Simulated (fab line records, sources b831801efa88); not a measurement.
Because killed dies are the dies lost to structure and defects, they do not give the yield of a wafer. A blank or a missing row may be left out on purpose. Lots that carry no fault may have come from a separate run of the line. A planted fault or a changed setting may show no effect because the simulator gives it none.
The tool behind it: which one?	flow sky130	Sampling: 24 lots, 72 wafers, 6 of 708 route steps

## WHAT THE GAUGES READ, wafer by wafer
SKY_SD_N_OVL_MEAS_08. Usual: SD_N_OVL gives 0.0 nm (standard deviation 1.2).
lot	measured	on	SD_N_OVL (nm)	flag
L074	day 27 08:48	overlay-01	0.9 1.2 -0.8	
L075	day 27 10:49	overlay-02	-0.6 -1.0 -0.6	
L076	day 28 02:11	overlay-01	1.9 -0.5 0.9	
L077	day 28 09:10	overlay-01	-1.5 -0.7 -3.0	
L078	day 28 15:08	overlay-02	0.2 -0.9 -0.5	
L079	day 29 12:00	overlay-02	-1.0 -1.4 -1.5	
L080	day 29 20:49	overlay-01	-0.7 0.7 0.2	
L081	day 29 23:40	overlay-01	-1.7 1.7 -0.9	
L082	day 30 12:34	overlay-02	-1.5 -0.1 -2.2	
L083	day 30 14:27	overlay-02	3.0 1.4 2.9	
L084	day 31 06:55	overlay-01	1.7 0.5 0.1	
L086	day 31 13:46	overlay-02	-1.1 -1.2 -0.2	
L085	day 31 18:05	overlay-02	1.0 -0.9 0.5	
L087	day 32 02:28	overlay-01	0.2 -1.0 0.5	
L088	day 32 15:16	overlay-02	1.7 1.9 -0.6	
L089	day 32 18:02	overlay-01	-0.6 -0.2 1.0	
L090	day 32 23:53	overlay-02	-1.6 -0.9 0.7	
L091	day 33 07:15	overlay-01	1.0 -0.7 -0.2	
L092	day 33 15:19	overlay-02	-0.8 -0.3 -2.0	
L093	day 35 16:25	overlay-02	-1.0 1.7 -0.2	
L097	day 35 17:21	overlay-02	-0.9 0.6 0.4	
L094	day 35 20:50	overlay-02	0.8 1.8 0.9	
L096	day 35 21:33	overlay-01	-0.3 1.6 1.3	
L095	day 36 00:16	overlay-02	0.7 0.4 0.0	

SKY_LOCAL_INTERCONNECT_RS_MEAS_01: measurement is done with a four-point probe. Usual: LOCAL_INTERCONNECT_TIN_RS gives 14.09 ohm/sq (standard deviation 0.16).
lot	measured	on	LOCAL_INTERCONNECT_TIN_RS (ohm/sq)	flag
L074	day 28 16:33	film metro-03	14.14 14.13 14.06	
L075	day 28 18:26	film metro-03	14.05 14.09 14.19	
L076	day 29 09:43	film metro-03	13.86 13.99 13.98	
L077	day 29 17:05	film metro-03	13.95 13.83 14.06	
L078	day 30 00:16	film metro-03	14.08 14.05 14.11	
L079	day 30 19:38	film metro-02	14.07 13.83 14.05	
L080	day 31 02:55	film metro-01	14.40 14.19 14.31	
L081	day 31 05:41	film metro-02	14.03 14.19 14.16	
L082	day 31 18:31	film metro-01	14.16 14.23 14.23	
L083	day 31 21:31	film metro-01	14.18 14.02 14.24	
L084	day 32 12:26	film metro-01	13.98 14.02 13.83	
L086	day 32 20:25	film metro-03	14.16 14.28 14.15	
L085	day 33 00:11	film metro-03	14.00 14.13 13.94	
L087	day 33 09:11	film metro-01	14.51 14.40 14.39	
L088	day 33 21:47	film metro-01	14.03 14.01 14.10	
L089	day 33 23:38	film metro-01	14.23 14.21 14.19	
L090	day 34 06:03	film metro-03	13.83 13.89 13.75	
L091	day 34 11:31	film metro-03	14.27 14.06 14.20	
L092	day 34 20:42	film metro-02	14.12 14.06 14.22	
L093	day 36 22:32	film metro-03	14.31 14.11 14.19	
L097	day 36 22:35	film metro-02	14.26 14.40 14.01	
L094	day 37 01:46	film metro-02	14.06 13.87 14.11	
L096	day 37 03:23	film metro-01	14.05 13.96 14.12	
L095	day 37 06:13	film metro-01	13.98 13.97 14.04	

SKY_CONTACT_THK_MEAS_01. Usual: CONTACT_CVD_00_THK gives 74.9 nm (standard deviation 1.1).
lot	measured	on	CONTACT_CVD_00_THK (nm)	flag
L074	day 29 22:39	film metro-04	74.6 74.9 76.3	
L075	day 30 00:55	film metro-02	76.6 74.2 76.0	
L076	day 30 14:58	film metro-04	74.1 75.8 74.6	
L077	day 30 21:42	film metro-03	75.2 74.3 76.0	
L078	day 31 04:49	film metro-03	75.4 74.3 76.2	
L079	day 31 23:25	film metro-04	74.8 75.7 74.8	
L080	day 32 07:29	film metro-04	74.2 75.6 75.9	
L081	day 32 09:34	film metro-04	75.7 75.1 76.8	
L082	day 32 23:13	film metro-04	76.3 74.7 74.7	
L083	day 33 01:22	film metro-02	73.9 72.7 75.2	
L084	day 33 16:53	film metro-03	73.7 75.4 74.6	
L086	day 34 00:23	film metro-04	72.9 74.6 75.7	
L085	day 34 03:55	film metro-02	73.8 74.1 73.7	
L087	day 34 12:52	film metro-02	73.9 75.8 75.9	
L088	day 35 00:17	film metro-02	73.7 75.3 73.8	
L089	day 35 02:32	film metro-02	73.7 74.7 75.4	
L090	day 35 09:29	film metro-04	74.4 74.1 75.8	
L091	day 35 15:07	film metro-03	72.9 73.9 74.5	
L092	day 36 00:25	film metro-02	75.3 76.5 76.1	
L093	day 38 00:35	film metro-04	73.1 76.6 74.1	
L097	day 38 01:05	film metro-03	74.8 74.9 73.8	
L094	day 38 04:19	film metro-03	74.9 73.6 74.6	
L096	day 38 06:01	film metro-02	74.5 76.0 76.3	
L095	day 38 08:13	film metro-03	73.0 74.8 74.6	

SKY_CONTACT_THK_MEAS_03. Usual: CONTACT_HDPCVD_THK gives 565 nm (standard deviation 5.6).
lot	measured	on	CONTACT_HDPCVD_THK (nm)	flag
L074	day 29 22:46	film metro-03	562 573 565	
L075	day 30 01:03	film metro-03	565 563 562	
L076	day 30 15:07	film metro-02	564 553 560	
L077	day 30 21:50	film metro-04	562 565 567	
L078	day 31 04:56	film metro-04	568 564 576	
L079	day 31 23:32	film metro-03	565 557 555	
L080	day 32 07:37	film metro-03	551 560 560	
L081	day 32 09:42	film metro-03	567 563 562	
L082	day 32 23:20	film metro-03	567 564 562	
L083	day 33 01:30	film metro-04	558 568 570	
L084	day 33 17:01	film metro-02	564 563 566	
L086	day 34 00:31	film metro-03	560 572 560	
L085	day 34 04:03	film metro-04	571 580 570	
L087	day 34 13:00	film metro-03	575 563 576	
L088	day 35 00:25	film metro-03	570 578 558	
L089	day 35 02:40	film metro-04	570 571 566	
L090	day 35 09:37	film metro-03	563 563 559	
L091	day 35 15:14	film metro-02	571 567 569	
L092	day 36 00:32	film metro-03	557 561 567	
L093	day 38 00:43	film metro-04	562 561 562	
L097	day 38 01:13	film metro-04	564 556 564	
L094	day 38 04:26	film metro-02	558 560 565	
L096	day 38 06:08	film metro-02	564 564 567	
L095	day 38 08:21	film metro-02	558 565 563	

SKY_METAL1_OVL_MEAS_16. Usual: METAL1_OVL gives -1 nm (standard deviation 5.1).
lot	measured	on	METAL1_OVL (nm)	flag
L074	day 32 07:12	overlay-01	-3 0 -3	
L075	day 32 10:32	overlay-02	-1 2 -3	
L076	day 32 23:43	overlay-01	-1 0 -1	
L077	day 33 07:33	overlay-02	-5 -1 -5	
L078	day 33 13:04	overlay-01	-1 -4 -4	
L079	day 34 08:25	overlay-01	-1 1 -4	
L080	day 34 15:23	overlay-02	-2 -4 -2	
L081	day 34 17:31	overlay-01	9 8 5	
L082	day 35 06:49	overlay-01	2 1 4	
L083	day 35 09:49	overlay-02	8 15 6	
L084	day 36 00:37	overlay-02	2 0 -3	
L086	day 36 08:10	overlay-01	-8 -5 -3	
L085	day 36 10:47	overlay-02	1 -2 -8	
L087	day 36 20:10	overlay-01	3 5 1	
L088	day 37 07:36	overlay-01	-2 2 0	
L089	day 37 09:26	overlay-01	5 -4 0	
L090	day 37 16:39	overlay-02	5 7 2	
L091	day 37 21:41	overlay-02	1 -2 1	
L092	day 38 07:04	overlay-01	-6 -12 -12	
L093	day 40 06:59	overlay-01	-4 -7 -15	
L097	day 40 07:04	overlay-01	-2 -7 1	
L094	day 40 09:11	overlay-01	6 -4 6	
L096	day 40 10:03	overlay-02	-9 2 0	
L095	day 40 12:18	overlay-02	-9 -3 -5	

## TOOL THAT RAN EACH LOT (tool first, then ch and the chambers of the sampled wafers, then the start)
lot	SKY_LI_CONTACT_SPUTTER_20
L074	pvd sputter-04, day 28 15:35
L075	pvd sputter-03, day 28 17:38
L076	pvd sputter-04, day 29 08:58
L077	pvd sputter-03, day 29 16:20
L078	pvd sputter-04, day 29 23:17
L079	pvd sputter-03, day 30 18:55
L080	pvd sputter-02, day 31 02:11
L081	pvd sputter-04, day 31 04:41
L082	pvd sputter-03, day 31 17:47
L083	pvd sputter-02, day 31 20:46
L084	pvd sputter-04, day 32 11:42
L086	pvd sputter-02, day 32 19:40
L085	pvd sputter-03, day 32 23:27
L087	pvd sputter-02, day 33 08:16
L088	pvd sputter-03, day 33 20:28
L089	pvd sputter-04, day 33 22:55
L090	pvd sputter-04, day 34 05:05
L091	pvd sputter-04, day 34 10:47
L092	pvd sputter-04, day 34 19:57
L093	pvd sputter-04, day 36 21:40
L097	pvd sputter-02, day 36 21:52
L094	pvd sputter-03, day 37 00:50
L096	pvd sputter-03, day 37 02:31
L095	pvd sputter-03, day 37 05:19
- SKY_LI_CONTACT_SPUTTER_20: material TiN, target thk 20 nm, time 80 s.

## WHAT THE TOOLS THEMSELVES READ (means of the sampled wafers that have a number; where no wafer has one, the mark that the record gives instead)
SKY_LI_CONTACT_SPUTTER_20. Usual: throttle valve pct reads 30.3 % (standard deviation 1.2).
lot	tool	throttle valve pct (%)	flag
L074	pvd sputter-04	30.6	
L075	pvd sputter-03	29.8	
L076	pvd sputter-04	30.9	
L077	pvd sputter-03	30.0	
L078	pvd sputter-04	29.9	
L079	pvd sputter-03	30.9	
L080	pvd sputter-02	29.7	
L081	pvd sputter-04	31.0	
L082	pvd sputter-03	30.7	
L083	pvd sputter-02	30.4	
L084	pvd sputter-04	30.6	
L086	pvd sputter-02	30.3	
L085	pvd sputter-03	30.9	
L087	pvd sputter-02	30.8	
L088	pvd sputter-03	30.5	
L089	pvd sputter-04	29.5	
L090	pvd sputter-04	29.9	
L091	pvd sputter-04	30.5	
L092	pvd sputter-04	30.8	
L093	pvd sputter-04	29.8	
L097	pvd sputter-02	30.2	
L094	pvd sputter-03	30.7	
L096	pvd sputter-03	29.2	
L095	pvd sputter-03	30.7	

## THE ANSWER, worked out from the rows above alone
Rule: take the mean of a lot's wafers that have a number; if it is more than 3 standard deviations from the usual mean, the lot is off. A lot without any number at a reading at which 4 lots or more have one is off too. The other lots that the step has rows for count as sound. The gauges are gone through in route order, then the tools' own readings, and for those a lot's mean is taken as printed above. At the first step where some lot is off, the reading lying furthest off is the one used; lots without a number count as furthest.
No lot is off at any reading shown: from this, nothing can be told.

## WHAT THE SIMULATOR PUT IN
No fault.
